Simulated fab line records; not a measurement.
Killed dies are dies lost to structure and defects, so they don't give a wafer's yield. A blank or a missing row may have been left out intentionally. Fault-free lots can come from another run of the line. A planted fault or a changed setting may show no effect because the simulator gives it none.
Comparing a struck lot with a sound one	flow sky130	15 steps out of a route of 708
Sound: wafers L954.1, L954.5, L954.6. The struck wafers were L963.1, L963.3, L963.5. The cause comes at the end.
For every step that has rows: the tool of each side, followed by ch and its chambers, followed by its first start. Under that, the readings that differ: sound wafers	struck wafers	difference of the means	sigmas: that difference in standard deviations of wafers without a fault.
alike: a reading whose means differ by less than 2 such deviations, as well as words and numbers matching on both sides. not compared: withheld readings; readings where some wafer has no value; bounds like >300 that might hide an equal value; numbers whose values overlap and for which the record gives no deviation.
The two part at a step that has a row with sigmas, a row that says differs or no value, or rows on one side only. Numbers that have no deviation but don't overlap get no sigmas and don't part them. A reading missing from all wafers of one side parts the sides only when that side holds two or more wafers.

first, 5 steps without rows for these wafers: SKY_VT_ADJUST_LVTN_COAT_13 (resist thk 1140 nm); SKY_VT_ADJUST_LVTN_SOFTBAKE_14 (time 60 s); SKY_VT_ADJUST_LVTN_EXPOSE_15 (exposes mask HVN STD DERIVED, target cd 600 nm); SKY_VT_ADJUST_LVTN_PEB_16; SKY_VT_ADJUST_LVTN_DEVELOP_17 (develop time 60 s).
SKY_VT_ADJUST_LVTN_OVL_MEAS_18:
  sound on overlay-02 at day 7 21:40; struck on overlay-01 at day 10 13:46
  alike: VT_ADJUST_LVTN_01_OVL
following that, these wafers have no rows for 1 step: SKY_VT_ADJUST_LVTN_IMPLANT_19.
SKY_VT_ADJUST_LVTN_STRIP_20: strips in O2/N2.
  sound on plasma-asher-03 ch 0,1, day 7 21:51; struck on plasma-asher-01 ch 0,1, day 10 13:57
  alike: drypump-motor-current-A, n2-flow-sccm, oes-product-au, strip-time-to-endpoint-s
  not compared: rf-hours-counter-h
SKY_VT_ADJUST_LVTN_TW_MEAS_21:
  sound on film-metro-01 at day 7 21:57; struck on film-metro-02 at day 10 14:03
  alike: VT_ADJUST_LVTN_2_TW
then, 3 steps without rows for these wafers: SKY_VT_ADJUST_NCORE_DEHYDRATE_00 (time 60 s); SKY_VT_ADJUST_NCORE_HMDS_01 (prime time 60 s); SKY_VT_ADJUST_NCORE_COAT_02 (resist thk 1140 nm).
SKY_VT_ADJUST_NCORE_SOFTBAKE_03: time 60 s.
  sound on litho-track-01 ch 0, day 8 08:33; struck on litho-track-01 ch 0, day 11 01:57
reading	sound	struck	difference	sigmas
heater-power-total-W (W)	56.61 56.59 56.53	58.07 58.12 58.10	+1.52	+32
run-length-s (s)	89.16 89.09 89.05	84.63 84.54 84.59	-4.51	-28
then, 2 steps without rows for these wafers: SKY_VT_ADJUST_NCORE_EXPOSE_04 (exposes mask LVTN COMPLEMENT THIN, target cd 380 nm); SKY_PAD_OPEN_PROBE_99.

WHERE THEY PART
Only at SKY_VT_ADJUST_NCORE_SOFTBAKE_03, within this record.

WHY: whatever the simulator had introduced
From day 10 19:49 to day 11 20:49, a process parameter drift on litho-track-01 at SKY_VT_ADJUST_NCORE_SOFTBAKE_03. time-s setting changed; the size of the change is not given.
